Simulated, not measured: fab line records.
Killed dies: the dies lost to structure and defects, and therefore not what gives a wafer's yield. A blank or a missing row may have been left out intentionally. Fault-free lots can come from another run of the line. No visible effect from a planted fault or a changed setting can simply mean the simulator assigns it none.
Comparing a struck lot with a sound one || flow sky130 || 24 out of 708 route steps
Sound: the wafers L247.2, L247.4, L247.6. Struck: wafers L239.3, L239.5, L239.6. The cause is named last.
Per side, at each step with rows, come the tool, then ch with its chambers, and then its first start. Under that, the readings that differ: sound wafers || struck wafers || difference of the means || sigmas: that difference in standard deviations of wafers without a fault.
alike: readings whose means differ by less than 2 such deviations, and words and numbers that are the same on both sides. not compared: withheld readings, readings that some wafer has no value for, bounds like >300 that may hide the same value, and numbers for which the record gives no deviation and whose values overlap.
Wherever a step has rows on one side only, a row that says differs or no value, or a row with sigmas, the two part there. When numbers do not overlap yet have no deviation, they are printed without sigmas and do not part them. A reading that every wafer of one side lacks parts them only if that side has two wafers or more.

SKY_VIA1_RS_MEAS_22: measures by four-point-probe.
  struck on film-metro-01, day 36 08:11; sound on film-metro-03, day 38 22:49
  alike: VIA1_W_RS
SKY_VIA1_THK_MEAS_23: measures by xrf.
  struck on film-metro-01, day 36 08:17; sound on film-metro-03, day 38 22:55
  alike: VIA1_W_THK
then, 1 step without rows for these wafers: SKY_VIA1_CMP_24 (polishes, stops on SiO2, t overpolish 15 s, target thk 0 nm).
SKY_METAL2_SPUTTER_00: material Ti, target thk 15 nm, time 10 s.
  struck on pvd-sputter-03, day 36 08:38; sound on pvd-sputter-04, day 38 23:16
  alike: throttle-valve-pct
SKY_METAL2_SPUTTER_01: material TiN, target thk 20 nm, time 16.7 s.
  struck on pvd-sputter-03, day 36 08:40; sound on pvd-sputter-04, day 38 23:17
  alike: throttle-valve-pct
SKY_METAL2_SPUTTER_02: material AlCu, target thk 250 nm, time 13.3 s.
  struck on pvd-sputter-03, day 36 08:41; sound on pvd-sputter-04, day 38 23:19
  alike: throttle-valve-pct
SKY_METAL2_SPUTTER_03: material Ti, target thk 5 nm, time 3.3 s.
  struck on pvd-sputter-03, day 36 08:43; sound on pvd-sputter-04, day 38 23:20
  alike: throttle-valve-pct
SKY_METAL2_SPUTTER_04: material TiN, target thk 70 nm, time 58.3 s.
  struck on pvd-sputter-03, day 36 08:44; sound on pvd-sputter-04, day 38 23:22
  alike: throttle-valve-pct
SKY_METAL2_RS_MEAS_05: measures by four-point-probe.
  struck on film-metro-03, day 36 08:49; sound on film-metro-02, day 38 23:26
  alike: METAL2_ALCU_RS
SKY_METAL2_THK_MEAS_06: measures by xrf.
  struck on film-metro-03, day 36 08:55; sound on film-metro-02, day 38 23:32
  alike: METAL2_ALCU_THK
then, 2 steps without rows for these wafers: SKY_METAL2_DEHYDRATE_07 (time 60 s); SKY_METAL2_HMDS_08 (prime time 60 s).
SKY_METAL2_COAT_09: resist thk 60 nm.
  sound on litho-track-03 ch 0, day 39 12:04; struck on litho-track-04 ch 0, day 36 20:50
{"reading": "spin-speed-rpm (rpm)", "sound": "2997.0 2997.8 2996.9", "struck": "2894.8 2896.3 2898.6", "difference": -100.7, "sigmas": -46}
  not compared: resist-line-temp-C
then, 5 steps without rows for these wafers: SKY_METAL2_COAT_10 (resist thk 450 nm); SKY_METAL2_SOFTBAKE_11 (time 90 s); SKY_METAL2_EXPOSE_12 (exposes mask MM2, target cd 140 nm); SKY_METAL2_PEB_13; SKY_METAL2_DEVELOP_14 (develop time 60 s).
SKY_METAL2_CD_MEAS_15 targets a cd of 140 nm.
  struck on cd-sem-01, day 37 10:35; sound on cd-sem-02, day 39 23:28
  alike: cd-nm
SKY_METAL2_OVL_MEAS_16:
  struck on overlay-01, day 37 10:40; sound on overlay-02, day 39 23:34
  alike: METAL2_OVL
then, 1 step without rows for these wafers: SKY_METAL2_DESCUM_17 (chemistry O2, time 8 s).
SKY_METAL2_ETCH_18: etches BARC in N2/H2, stops on SiO2, time 45.9 s, target depth 60 nm.
  sound on rie-metal-04 ch 0,1, day 39 23:38; struck on rie-metal-01 ch 0,1, day 37 10:45
{"reading": "model.etch.depth-nm (nm)", "sound": "59.9 60.05 59.89", "struck": "61.04 61.33 61.19", "difference": "+1.24", "sigmas": ""}
  alike: drypump-motor-current-A, oes-product-au, throttle-valve-pct
  not compared: rf-hours-counter-h
then, 1 step without rows for these wafers: SKY_METAL2_METAL_ETCH_19 (etches the open film in Cl2/BCl3, stops on SiO2, target depth 360 nm, time 78 s).
SKY_PAD_OPEN_PROBE_99:
  the record holds rows for the sound wafers here (prober-01, day 49 11:52) but none for the struck ones

## WHERE THEY PART
At SKY_METAL2_COAT_09 first; at SKY_PAD_OPEN_PROBE_99 last (within this record only).

WHY: whatever the simulator had introduced
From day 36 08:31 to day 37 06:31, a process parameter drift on litho-track-04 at SKY_METAL2_COAT_09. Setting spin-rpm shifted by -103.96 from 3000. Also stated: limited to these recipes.
